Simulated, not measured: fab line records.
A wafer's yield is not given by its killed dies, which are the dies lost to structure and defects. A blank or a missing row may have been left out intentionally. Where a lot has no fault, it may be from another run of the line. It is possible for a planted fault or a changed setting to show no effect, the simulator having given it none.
A struck lot beside a sound one | flow sky130 | 23 steps out of a route of 708
Sound: wafers L715.3, L715.4, L715.5. Struck: wafers L718.2, L718.4, L718.6. Last of all comes the cause.
Each step with rows lists, per side, the tool, then ch with its chambers, then its first start. Under that, the readings that differ: sound wafers | struck wafers | difference of the means | sigmas: that difference in standard deviations of wafers without a fault.
alike: a reading whose means differ by less than 2 such deviations, as well as words and numbers matching on both sides. not compared: withheld readings; readings where some wafer has no value; bounds like >300 that might hide an equal value; numbers whose values overlap and for which the record gives no deviation.
A row with sigmas, a row that says differs or no value, or rows on one side alone: a step with any of these is where the two part. Numbers that have no deviation but don't overlap get no sigmas and don't part them. A reading missing from all wafers of one side parts the sides only when that side holds two or more wafers.

first, 5 steps without rows for these wafers: SKY_VT_ADJUST_NCORE_COAT_02 (resist thk 1140 nm); SKY_VT_ADJUST_NCORE_SOFTBAKE_03 (time 60 s); SKY_VT_ADJUST_NCORE_EXPOSE_04 (exposes mask LVTN COMPLEMENT THIN, target cd 380 nm); SKY_VT_ADJUST_NCORE_PEB_05; SKY_VT_ADJUST_NCORE_DEVELOP_06 (develop time 60 s).
SKY_VT_ADJUST_NCORE_CD_MEAS_07: the cd target is 380 nm.
  sound on cd_sem-01, day 10 04:00; struck on cd_sem-01, day 11 16:52
  alike: cd_nm
SKY_VT_ADJUST_NCORE_OVL_MEAS_08:
  sound on overlay-02, day 10 04:05; struck on overlay-01, day 11 16:59
  alike: VT_ADJUST_NCORE_OVL
next, for these wafers, 1 step has no rows: SKY_VT_ADJUST_NCORE_IMPLANT_09.
SKY_VT_ADJUST_NCORE_STRIP_10: strips in O2/N2.
  sound on plasma_asher-01 ch 0,1, day 10 04:18; struck on plasma_asher-01 ch 0,1, day 11 17:10
  alike: drypump_motor_current_A, n2_flow_sccm, oes_product_au, strip_time_to_endpoint_s
  not compared: rf_hours_counter_h
SKY_VT_ADJUST_NCORE_TW_MEAS_11:
  sound on film_metro-04, day 10 04:23; struck on film_metro-04, day 11 17:16
  alike: VT_ADJUST_NCORE_TW
then, 2 steps without rows for these wafers: SKY_VT_ADJUST_HVTR_DEHYDRATE_00 (time 60 s); SKY_VT_ADJUST_HVTR_HMDS_01 (prime time 60 s).
SKY_VT_ADJUST_HVTR_COAT_02: resist thk 1140 nm.
  sound on litho_track-03 ch 0, day 10 14:49; struck on litho_track-03 ch 0, day 12 05:11
  reading                                             | sound                | struck               | difference | sigmas
  spin_speed_rpm (rpm)                                | 3003.1 2999.9 3001.8 | 3164.2 3167.9 3167.0 | +164.8     | +97
  model.NOVOLAK_of_VT_ADJUST_HVTR_COAT_02.thk_nm (nm) | 1138 1140 1136       | 1106 1109 1106       | -31        |
  alike: exhaust_pa
then, 3 steps without rows for these wafers: SKY_VT_ADJUST_HVTR_SOFTBAKE_03 (time 60 s); SKY_VT_ADJUST_HVTR_EXPOSE_04 (exposes mask HVTRM, target cd 380 nm); SKY_VT_ADJUST_HVTR_PEB_05.
SKY_VT_ADJUST_HVTR_DEVELOP_06: develop time 60 s.
  sound on litho_track-03 ch 0, day 11 02:25; struck on litho_track-02 ch 0, day 12 16:53
  reading                                             | sound          | struck         | difference | sigmas
  model.NOVOLAK_of_VT_ADJUST_HVTR_COAT_02.thk_nm (nm) | 1138 1139 1136 | 1106 1108 1106 | -31        |
  alike: exhaust_pa
SKY_VT_ADJUST_HVTR_CD_MEAS_07: the cd target is 380 nm.
  sound on cd_sem-02, day 11 02:33; struck on cd_sem-02, day 12 17:01
  reading    | sound             | struck            | difference | sigmas
  cd_nm (nm) | 380.4 379.8 378.1 | 386.4 386.6 384.5 | +6.4       | +3
SKY_VT_ADJUST_HVTR_OVL_MEAS_08:
  sound on overlay-01, day 11 02:38; struck on overlay-01, day 12 17:08
  alike: VT_ADJUST_HVTR_OVL
next, for these wafers, 1 step has no rows: SKY_VT_ADJUST_HVTR_IMPLANT_09.
SKY_VT_ADJUST_HVTR_STRIP_10: strips in O2/N2.
  sound on plasma_asher-01 ch 0,1, day 11 02:51; struck on plasma_asher-03 ch 0,1, day 12 17:19
  reading                      | sound             | struck            | difference | sigmas
  strip_time_to_endpoint_s (s) | 14.15 14.16 14.14 | 13.78 13.82 13.79 | -0.35      | -8
  alike: drypump_motor_current_A, n2_flow_sccm, oes_product_au
  not compared: rf_hours_counter_h
SKY_VT_ADJUST_HVTR_TW_MEAS_11:
  sound on film_metro-02, day 11 02:56; struck on film_metro-04, day 12 17:25
  reading           | sound             | struck            | difference | sigmas
  VT_ADJUST_HVTR_TW | 212.7 212.5 212.0 | 210.2 208.9 208.2 | -3.3       | -2
-- record jumps: 36 days separate the struck wafers' starts on either side; left off in module VT_ADJUST_HVTR, taken up again in module PAD_OPEN, whose first shown step is the route's number 708 --
SKY_PAD_OPEN_PROBE_99:
  sound on prober-01, day 47 03:17; struck on prober-02, day 48 17:19
  alike: killed_at_M0_to_M3, killed_at_M4_up, killed_at_contacts, killed_at_front_end, killed_at_other, killed_dies, killed_open, killed_short

== WHERE THEY PART ==
Earliest at SKY_VT_ADJUST_HVTR_COAT_02; latest, in this record, at SKY_VT_ADJUST_HVTR_TW_MEAS_11. Later steps at which nothing parts them and some readings are alike: SKY_PAD_OPEN_PROBE_99.

WHY: what the simulator had put in
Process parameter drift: litho_track-03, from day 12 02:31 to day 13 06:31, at SKY_VT_ADJUST_HVTR_COAT_02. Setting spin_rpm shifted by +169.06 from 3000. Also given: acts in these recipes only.
